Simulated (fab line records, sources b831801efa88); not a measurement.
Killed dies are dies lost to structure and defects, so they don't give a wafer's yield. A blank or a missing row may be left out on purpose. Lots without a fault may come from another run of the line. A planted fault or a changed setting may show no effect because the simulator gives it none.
A struck lot beside a sound one | flow sky130 | 29 steps out of a route of 708
Sound: wafers L416.2, L416.4, L416.5. Struck: wafers L411.1, L411.2, L411.4. The cause comes at the end.
At each step with rows: each side's tool, then ch and its chambers, then its first start. Under that, the readings that differ: sound wafers | struck wafers | difference of the means | sigmas: that difference in standard deviations of wafers without a fault.
alike: readings whose means differ by less than 2 such deviations, and words and numbers that are the same on both sides. not compared: withheld readings, readings that some wafer has no value for, bounds like >300 that may hide the same value, and numbers for which the record gives no deviation and whose values overlap.
The two part at a step that has a row with sigmas, a row that says differs or no value, or rows on one side only. Numbers that don't overlap but have no deviation are shown without sigmas and don't part them. A reading that every wafer of one side lacks parts them only if that side has two wafers or more.

first, 2 steps without rows for these wafers: SKY_METAL3_PEB_11; SKY_METAL3_DEVELOP_12 (develop time 60 s).
SKY_METAL3_CD_MEAS_13: target cd 300 nm.
  sound on cd_sem-02, day 44 08:25; struck on cd_sem-01, day 42 19:23
  alike: cd_nm
SKY_METAL3_OVL_MEAS_14:
  sound on overlay-01, day 44 08:31; struck on overlay-01, day 42 19:30
  reading         | sound     | struck   | difference | sigmas
  METAL3_OVL (nm) | -10 -1 -8 | 11 13 14 | +19        | +3
SKY_METAL3_DESCUM_15: chemistry O2, time 8 s.
  sound on rie_metal-03 ch 1, day 44 08:33; struck on rie_metal-02 ch 0,1, day 42 19:32
  alike: drypump_motor_current_A, oes_product_au
  not compared: rf_hours_counter_h
then, 1 step without rows for these wafers: SKY_METAL3_ETCH_16 (etches BARC in N2/H2, stops on SiO2, time 88.2 s, target depth 60 nm).
SKY_METAL3_ETCH_17: etches SiO2 in C4F8/O2/Ar, stops on TiN, time 3.9 s, target depth 15 nm.
  sound on rie_diel-04 ch 0,1,2, day 44 08:41; struck on rie_diel-03 ch 1,2,3, day 42 19:40
  alike: oes_product_au
  not compared: rf_hours_counter_h
then, 1 step without rows for these wafers: SKY_METAL3_METAL_ETCH_18 (etches the open film in Cl2/BCl3, stops on SiO2, target depth 845 nm, time 183.1 s).
SKY_METAL3_STRIP_19: strips in O2/N2.
  sound on plasma_asher-03 ch 0,1, day 44 08:53; struck on plasma_asher-03 ch 0,1, day 42 19:52
  reading                      | sound          | struck         | difference | sigmas
  strip_time_to_endpoint_s (s) | 6.48 6.41 6.50 | 6.69 6.59 6.56 | +0.15      | +2
  alike: drypump_motor_current_A, n2_flow_sccm, oes_product_au
  not compared: rf_hours_counter_h
then, 3 steps without rows for these wafers: SKY_METAL3_STRIP_20 (strips in post etch residue remover, time 1200 s); SKY_METAL3_CLEAN_21 (cleans in IPA, time 180 s); SKY_METAL3_CLEAN_22 (cleans in O3/DIW).
SKY_VIA3_HDPCVD_00: deposits SiO2, target thk 1635 nm, time 272.5 s.
  sound on hdpcvd-02 ch 0,1,2, day 44 09:46; struck on hdpcvd-02 ch 0,1, day 42 20:27
  no value came back on the struck wafers for pressure_mtorr (mTorr), run_length_s (s); on the sound wafers pressure_mtorr (mTorr) reads 5.992 5.977 5.994
SKY_VIA3_CMP_02: polishes SiO2.
  sound on cmp-01 ch 0,1,2, day 44 09:59; struck on cmp-01 ch 0,1,3, day 42 20:41
  alike: motor_current_A
SKY_VIA3_BOW_MEAS_03:
  sound on film_metro-04, day 44 10:19; struck on film_metro-02, day 42 20:59
  alike: VIA3_BOW
then, 8 steps without rows for these wafers: SKY_VIA3_DEHYDRATE_04 (time 60 s); SKY_VIA3_HMDS_05 (prime time 60 s); SKY_VIA3_COAT_06 (resist thk 60 nm); SKY_VIA3_COAT_07 (resist thk 450 nm); SKY_VIA3_SOFTBAKE_08 (time 90 s); SKY_VIA3_EXPOSE_09 (exposes mask VIM3, target cd 200 nm); SKY_VIA3_PEB_10; SKY_VIA3_DEVELOP_11 (develop time 60 s).
SKY_VIA3_CD_MEAS_12: target cd 200 nm.
  sound on cd_sem-02, day 45 07:55; struck on cd_sem-01, day 43 20:35
  reading    | sound             | struck            | difference | sigmas
  cd_nm (nm) | 196.8 196.4 196.6 | 200.6 201.4 201.3 | +4.5       | +3
SKY_VIA3_OVL_MEAS_13:
  sound on overlay-01, day 45 08:02; struck on overlay-02, day 43 20:42
  alike: VIA3_OVL
SKY_VIA3_ETCH_14: etches BARC in N2/H2, stops on SiO2, time 45.9 s, target depth 60 nm.
  sound on rie_diel-01 ch 0,2,3, day 45 08:04; struck on rie_diel-02 ch 1,2,3, day 43 20:44
  alike: drypump_motor_current_A, n2_flow_sccm, oes_product_au, throttle_valve_pct
  not compared: rf_hours_counter_h
SKY_VIA3_ETCH_15: etches SiO2 in C4F8/O2/Ar, stops on TiN, target depth 507 nm, time 78 s.
  sound on rie_diel-01 ch 0,2,3, day 45 08:06; struck on rie_diel-02 ch 1,2,3, day 43 20:47
  reading                  | sound             | struck            | difference | sigmas
  oes_product_au (a.u.)    | 0.951 0.945 0.947 | 0.372 0.380 0.370 | -0.574     | -99 or more
  model.etch.depth_nm (nm) | 465 464.3 464.7   | 0 0 0             | -465       |
  not compared: rf_hours_counter_h
then, 1 step without rows for these wafers: SKY_VIA3_STRIP_16 (strips in O2/N2).
-- the record jumps here: 5 days lie between the struck wafers' starts before and after (it left off in module VIA3 and takes up again in module PAD_OPEN, whose first step shown is number 708 of the route) --
SKY_PAD_OPEN_PROBE_99:
  sound on prober-01, day 50 09:43; struck on prober-01, day 49 06:40
  reading                  | sound          | struck         | difference | sigmas
  defect_limited_yield (%) | 80.9 81.1 84.3 | 0 0 0          | -82        | -43
  killed_at_M0_to_M3       | 44 37 42       | 484 480 485    | +442       | +67
  killed_at_contacts       | 20 28 22       | 5 3 4          | -19        | -3
  killed_at_front_end      | 20 25 12       | 2 7 0          | -16        | -3
  killed_dies              | 94 93 77       | 492 492 492    | +404       | +43
  killed_on_rim            | 20 18 15       | 96 96 96       | +78        | +21
  killed_open              | 49 50 41       | 11 12 6        | -37        | -5
  killed_short             | 45 43 36       | 4 4 3          | -38        | -6
  sort_bin_3_pad_short (%) | 1.0 1.0 1.0    | 27.2 23.2 19.1 | +22.2      | +47
  sort_bin_5_function (%)  | 10.4 10.6 10.0 | 71.3 74.2 76.6 | +63.7      | +46
  sort_bin_6_memory (%)    | 7.7 7.3 4.7    | 1.4 2.6 4.3    | -3.8       | -3
  sort_n_pass              | 398 399 415    | 0 0 0          | -404       | -43
  sort_yield_pct (%)       | 80.9 81.1 84.3 | 0 0 0          | -82        | -43
  alike: killed_at_M4_up, killed_at_other

WHERE THEY PART
First at SKY_METAL3_OVL_MEAS_14; last, within this record, at SKY_PAD_OPEN_PROBE_99.

WHY: what the simulator had put in
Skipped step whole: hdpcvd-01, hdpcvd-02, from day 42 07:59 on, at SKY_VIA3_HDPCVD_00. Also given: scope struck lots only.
